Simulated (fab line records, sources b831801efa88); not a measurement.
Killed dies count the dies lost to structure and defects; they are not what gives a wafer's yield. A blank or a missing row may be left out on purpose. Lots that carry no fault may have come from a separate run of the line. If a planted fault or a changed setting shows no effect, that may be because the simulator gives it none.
A struck lot beside a sound one    flow sky130    43 out of 708 route steps
Sound: wafers L860.1, L860.2, L860.4. Struck: wafers L873.2, L873.3, L873.4. The cause comes at the end.
At each step with rows: each side's tool, then ch and its chambers, then its first start. Under that, the readings that differ: sound wafers    struck wafers    difference of the means    sigmas: that difference in standard deviations of wafers without a fault.
alike: readings whose means differ by less than 2 such deviations, and words and numbers that are the same on both sides. not compared: withheld readings, readings that some wafer has no value for, bounds like >300 that may hide the same value, and numbers for which the record gives no deviation and whose values overlap.
A row with sigmas, a row that says differs or no value, or rows on one side alone: a step with any of these is where the two part. Non-overlapping numbers with no deviation appear without sigmas and do not part them. A reading missing from all wafers of one side parts the sides only when that side holds two or more wafers.

first, 1 step without rows for these wafers: SKY_VIA1_ETCH_14 (etches BARC in N2/H2, stops on SiO2, time 45.9 s, target depth 60 nm).
SKY_VIA1_ETCH_15: etches SiO2 in C4F8/O2/Ar, stops on TiN, target depth 351 nm, time 54 s.
  sound on rie_diel-02 ch 0,1,2, day 34 17:32; struck on rie_diel-02 ch 1,3, day 38 08:47
  alike: oes_product_au
  not compared: rf_hours_counter_h
then, 4 steps without rows for these wafers: SKY_VIA1_STRIP_16 (strips in O2/N2); SKY_VIA1_STRIP_17 (strips in post etch residue remover, time 1200 s); SKY_VIA1_CLEAN_18 (cleans in IPA, time 180 s); SKY_VIA1_CLEAN_19 (cleans in O3/DIW).
SKY_VIA1_SPUTTER_20: material TiN, target thk 20 nm, time 80 s.
  sound on pvd_sputter-01, day 34 18:10; struck on pvd_sputter-01, day 38 09:31
  alike: throttle_valve_pct
then, 1 step without rows for these wafers: SKY_VIA1_CVD_21 (deposits W, target thk 270 nm, time 80.902 s).
SKY_VIA1_RS_MEAS_22: the measuring method here is four-point-probe.
  sound on film_metro-03, day 34 18:20; struck on film_metro-03, day 38 09:41
  alike: VIA1_W_RS
SKY_VIA1_THK_MEAS_23: measures by xrf.
  sound on film_metro-03, day 34 18:27; struck on film_metro-03, day 38 09:47
  alike: VIA1_W_THK
SKY_VIA1_CMP_24: polishes, stops on SiO2, t overpolish 15 s, target thk 0 nm.
  sound on cmp-02 ch 1,2,3, day 34 18:34; struck on cmp-01 ch 0,2,3, day 38 09:50
  alike: motor_current_A, overpolish_run_s, time_to_endpoint_s
SKY_METAL2_SPUTTER_00: material Ti, target thk 15 nm, time 10 s.
  sound on pvd_sputter-01, day 34 18:49; struck on pvd_sputter-03, day 38 10:08
  alike: throttle_valve_pct
SKY_METAL2_SPUTTER_01: material TiN, target thk 20 nm, time 16.7 s.
  sound on pvd_sputter-01, day 34 18:50; struck on pvd_sputter-03, day 38 10:10
  alike: throttle_valve_pct
then, 3 steps without rows for these wafers: SKY_METAL2_SPUTTER_02 (material AlCu, target thk 250 nm, time 13.3 s); SKY_METAL2_SPUTTER_03 (material Ti, target thk 5 nm, time 3.3 s); SKY_METAL2_SPUTTER_04 (material TiN, target thk 70 nm, time 58.3 s).
SKY_METAL2_RS_MEAS_05: the measuring method here is four-point-probe.
  sound on film_metro-01, day 34 18:57; struck on film_metro-03, day 38 10:18
reading                  sound                 struck                difference  sigmas
METAL2_ALCU_RS (ohm/sq)  0.1262 0.1262 0.1264  0.1293 0.1287 0.1298  +0.0030     +2
SKY_METAL2_THK_MEAS_06: measures by xrf.
  sound on film_metro-01, day 34 19:04; struck on film_metro-03, day 38 10:25
reading               sound        struck       difference  sigmas
METAL2_ALCU_THK (nm)  253 253 253  244 246 240  -10         -3
then, 8 steps without rows for these wafers: SKY_METAL2_DEHYDRATE_07 (time 60 s); SKY_METAL2_HMDS_08 (prime time 60 s); SKY_METAL2_COAT_09 (resist thk 60 nm); SKY_METAL2_COAT_10 (resist thk 450 nm); SKY_METAL2_SOFTBAKE_11 (time 90 s); SKY_METAL2_EXPOSE_12 (exposes mask MM2, target cd 140 nm); SKY_METAL2_PEB_13; SKY_METAL2_DEVELOP_14 (develop time 60 s).
SKY_METAL2_CD_MEAS_15: the cd target is 140 nm.
  sound on cd_sem-02, day 35 22:07; struck on cd_sem-02, day 39 10:47
  alike: cd_nm
SKY_METAL2_OVL_MEAS_16:
  sound on overlay-02, day 35 22:14; struck on overlay-01, day 39 10:53
  alike: METAL2_OVL
then, 1 step without rows for these wafers: SKY_METAL2_DESCUM_17 (chemistry O2, time 8 s).
SKY_METAL2_ETCH_18: etches BARC in N2/H2, stops on SiO2, time 45.9 s, target depth 60 nm.
  sound on rie_metal-02 ch 0,1, day 35 22:18; struck on rie_metal-04 ch 0,1, day 39 10:57
  alike: drypump_motor_current_A, oes_product_au, throttle_valve_pct
  not compared: rf_hours_counter_h
then, 6 steps without rows for these wafers: SKY_METAL2_METAL_ETCH_19 (etches the open film in Cl2/BCl3, stops on SiO2, target depth 360 nm, time 78 s); SKY_METAL2_STRIP_20 (strips in O2/N2); SKY_METAL2_STRIP_21 (strips in post etch residue remover, time 1200 s); SKY_METAL2_CLEAN_22 (cleans in IPA, time 180 s); SKY_METAL2_CLEAN_23 (cleans in O3/DIW); SKY_VIA2_HDPCVD_00 (deposits SiO2, target thk 1180 nm, time 196.7 s).
SKY_VIA2_THK_MEAS_01:
  sound on film_metro-04, day 35 23:11; struck on film_metro-01, day 39 11:50
reading               sound           struck          difference  sigmas
VIA2_HDPCVD_THK (nm)  1168 1161 1163  1198 1185 1196  +29         +2
then, 1 step without rows for these wafers: SKY_VIA2_CMP_02 (polishes SiO2).
SKY_VIA2_BOW_MEAS_03:
  sound on film_metro-02, day 35 23:32; struck on film_metro-01, day 39 12:31
  alike: VIA2_BOW
then, 3 steps without rows for these wafers: SKY_VIA2_DEHYDRATE_04 (time 60 s); SKY_VIA2_HMDS_05 (prime time 60 s); SKY_VIA2_COAT_06 (resist thk 60 nm).
-- the record jumps here: 10 days lie between the struck wafers' starts before and after (it left off in module VIA2 and takes up again in module PAD_OPEN, whose first step shown is number 708 of the route) --
SKY_PAD_OPEN_PROBE_99:
  sound on prober-01, day 46 13:18; struck on prober-02, day 49 03:15
reading                                sound             struck             difference  sigmas
killed_at_M0_to_M3                     52 35 45          69 78 65           +27         +4
killed_short                           44 41 52          36 25 40           -12         -2
sort_bin_3_pad_short (%)               1.4 1.2 1.0       2.4 3.0 1.4        +1.1        +3
model.etest.tester.sort_n_pass         391 403 399       385 385 388        -12         
model.etest.tester.sort_yield_pct (%)  79.47 81.91 81.1  78.25 78.25 78.86  -2.37       
  alike: defect_limited_yield, killed_at_M4_up, killed_at_contacts, killed_at_front_end, killed_at_other, killed_dies, killed_open, sort_bin_5_function, sort_bin_6_memory, sort_n_pass, sort_yield_pct
  not compared: model.etest.tester.sort_bin_5_pct, model.etest.tester.sort_bin_3_pct

## WHERE THEY PART
First at SKY_METAL2_RS_MEAS_05; last, within this record, at SKY_PAD_OPEN_PROBE_99.

WHY: what had been put in by the simulator
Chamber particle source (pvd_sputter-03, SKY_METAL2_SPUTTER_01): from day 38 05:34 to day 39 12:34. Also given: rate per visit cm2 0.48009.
